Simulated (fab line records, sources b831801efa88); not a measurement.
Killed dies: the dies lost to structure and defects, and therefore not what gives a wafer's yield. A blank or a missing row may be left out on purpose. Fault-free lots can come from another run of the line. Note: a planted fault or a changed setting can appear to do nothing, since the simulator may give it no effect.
Which tool is to blame? :: flow gf180mcu :: 11 lots, 33 wafers sampled, at 2 steps of a route of 602

WHAT EACH GAUGE READ, for each wafer
GF_VT_IMPLANT_OVL_MEAS_40.
lot: L405
measured: day 7 13:02
on: overlay-02
VT_IMPLANT_03_OVL (nm): 1.7 1.2 0.4

lot: L406
measured: day 7 21:53
on: overlay-01
VT_IMPLANT_03_OVL (nm): 0.0 -0.6 -1.7

lot: L407
measured: day 8 02:31
on: overlay-02
VT_IMPLANT_03_OVL (nm): 0.8 1.5 1.2

lot: L408
measured: day 8 09:29
on: overlay-02
VT_IMPLANT_03_OVL (nm): 2.3 3.7 2.0

lot: L409
measured: day 8 16:59
on: overlay-02
VT_IMPLANT_03_OVL (nm): 0.5 2.5 2.6

lot: L413
measured: day 9 18:27
on: overlay-01
VT_IMPLANT_03_OVL (nm): -138.5 -139.0 -138.9

lot: L415
measured: day 10 07:05
on: overlay-02
VT_IMPLANT_03_OVL (nm): -140.6 -137.1 -138.4

lot: L420
measured: day 11 16:30
on: overlay-01
VT_IMPLANT_03_OVL (nm): -0.9 1.6 3.1

lot: L421
measured: day 12 00:38
on: overlay-02
VT_IMPLANT_03_OVL (nm): 2.4 1.4 0.6

lot: L422
measured: day 12 06:54
on: overlay-02
VT_IMPLANT_03_OVL (nm): 0.8 0.4 0.8

lot: L424
measured: day 12 22:16
on: overlay-01
VT_IMPLANT_03_OVL (nm): 1.3 1.1 -0.1

WHAT TOOL EACH LOT RAN ON (gives the tool, then ch and the chambers of the sampled wafers, and finally the start)
lot: L405
GF_VT_IMPLANT_EXPOSE_37: iline_stepper-02 ch 0, day 7 05:19

lot: L406
GF_VT_IMPLANT_EXPOSE_37: iline_stepper-02 ch 0, day 7 14:19

lot: L407
GF_VT_IMPLANT_EXPOSE_37: iline_stepper-02 ch 0, day 7 18:43

lot: L408
GF_VT_IMPLANT_EXPOSE_37: iline_stepper-02 ch 0, day 8 01:18

lot: L409
GF_VT_IMPLANT_EXPOSE_37: iline_stepper-02 ch 0, day 8 08:35

lot: L413
GF_VT_IMPLANT_EXPOSE_37: iline_stepper-01 ch 0, day 9 09:49

lot: L415
GF_VT_IMPLANT_EXPOSE_37: iline_stepper-01 ch 0, day 9 22:18

lot: L420
GF_VT_IMPLANT_EXPOSE_37: iline_stepper-02 ch 0, day 11 07:18

lot: L421
GF_VT_IMPLANT_EXPOSE_37: iline_stepper-02 ch 0, day 11 14:56

lot: L422
GF_VT_IMPLANT_EXPOSE_37: iline_stepper-02 ch 0, day 11 21:43

lot: L424
GF_VT_IMPLANT_EXPOSE_37: iline_stepper-02 ch 0, day 12 12:17
- GF_VT_IMPLANT_EXPOSE_37: exposes mask Nwell HV AREA, target cd 860 nm.

THE ANSWER, worked out from the rows above alone
Rule: usual is defined by the lots themselves. The widest of any qualifying gaps counts: lots, ordered by their means at a reading, are off when they make up no more than a third of the lots, leave a main group of 4 or more, and stand apart from it by 3 or more times the standard deviation of that group's means. If all means in a main group match to the digits the tables above print for the reading, that group is not used. A lot without any number at a reading at which 4 lots or more have one is off too. All remaining lots with rows at the step are treated as sound.
Off: L413, L415, at GF_VT_IMPLANT_OVL_MEAS_40 (VT_IMPLANT_03_OVL). The main group has a mean of 1.1 nm with a standard deviation of 0.88.
If a tool, at a process step before that reading, ran all the lots that are off and no sound lot after the first of them, it fits. The gauges at GF_VT_IMPLANT_OVL_MEAS_40 are tried like those tools. One candidate fits, namely iline_stepper-01 at GF_VT_IMPLANT_EXPOSE_37. It ran no sound lot before its first lot that is off in this sample, so the start can't be narrowed down.

WHAT WAS PUT IN BY THE SIMULATOR
Scanner matching overlay: iline_stepper-01, from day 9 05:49 on, at GF_VT_IMPLANT_EXPOSE_37. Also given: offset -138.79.
Struck lots among those shown: L413, L415. This agrees with what the rule above found.
